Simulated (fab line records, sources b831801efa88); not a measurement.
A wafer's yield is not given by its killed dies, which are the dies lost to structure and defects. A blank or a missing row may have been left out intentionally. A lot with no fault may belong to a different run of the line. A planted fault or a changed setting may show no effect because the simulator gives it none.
2 desks looking at one fault + flow gf180mcu + every desk sees just its own numbers, and what lay behind them comes last

## AT THE METROLOGY DESK
What the gauges read, lot by lot, whatever tool the lot ran on: means of the sampled wafers that have a number. Any lot whose mean is over 4 standard deviations away from the usual mean is out of limits and marked OUT; that distance is given in the brackets.
Columns: A = SALICIDE_TIN_RS at GF_SALICIDE_RS_MEAS_04, usual 16.4 ohm/sq
| lot  | first seen here | A              |
|------|-----------------|----------------|
| L850 | day 15 13:57    | 16.1           |
| L852 | day 16 10:02    | 16.5           |
| L855 | day 17 09:52    | 16.2           |
| L858 | day 18 07:36    | 16.2           |
| L860 | day 19 13:04    | 57.6 (+98) OUT |
| L861 | day 19 13:59    | 57.4 (+98) OUT |
| L863 | day 20 04:28    | 16.7           |
| L864 | day 20 12:40    | 16.4           |
| L865 | day 20 23:37    | 16.0           |
| L866 | day 21 06:28    | 16.1           |
| L867 | day 21 16:11    | 16.8           |
| L871 | day 22 23:51    | 16.5           |
This desk finds L860, L861 out of limits, with the earliest case on L860 at day 19 13:04 (SALICIDE_TIN_RS at GF_SALICIDE_RS_MEAS_04). In limits: L850, L852, L855, L858, L863, L864, L865, L866, L867, L871.

## FOR THE TOOL OWNER'S DESK: pvd_sputter-03
The tool's own readings at GF_SALICIDE_SPUTTER_02 (material Co, target thk 10 nm, time 19.75 s): means of the sampled wafers that have a number, for each lot that ran on this tool. Any lot whose mean is over 4 standard deviations away from the usual mean is out of limits and marked OUT; that distance is given in the brackets.
Columns: A = cathode_dc_power_W at GF_SALICIDE_SPUTTER_02, usual 1000.0 W; B = chamber_pressure_pa at GF_SALICIDE_SPUTTER_02, usual 0.3999 Pa; C = throttle_valve_pct at GF_SALICIDE_SPUTTER_02, usual 30.2 %
| lot  | first seen here | A      | B      | C    |
|------|-----------------|--------|--------|------|
| L855 | day 17 09:49    | 999.9  | 0.3994 | 31.6 |
| L863 | day 20 04:24    | 1000.0 | 0.3996 | 32.4 |
| L864 | day 20 12:36    | 1000.0 | 0.4003 | 31.4 |
| L867 | day 21 16:07    | 1000.0 | 0.3992 | 30.0 |
| L871 | day 22 23:47    | 1000.1 | 0.3994 | 30.6 |
Result from this desk: across the 5 lots, nothing is out of limits.

## PUT TOGETHER
Metrology desk: alarm possible at day 19 13:04 on L860, L861.
The tool owner's desk saw nothing out of limits.
The tool owner's desk has no number on record for L860, L861.
On pvd_sputter-03, each named lot ran GF_SALICIDE_SPUTTER_02.

## WHAT THE SIMULATOR PUT IN
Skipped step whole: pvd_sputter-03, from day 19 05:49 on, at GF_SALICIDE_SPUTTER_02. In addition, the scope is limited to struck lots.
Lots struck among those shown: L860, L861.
Time in hours between the start of the fault and the first out-of-limits reading at each desk: metrology desk, 7.
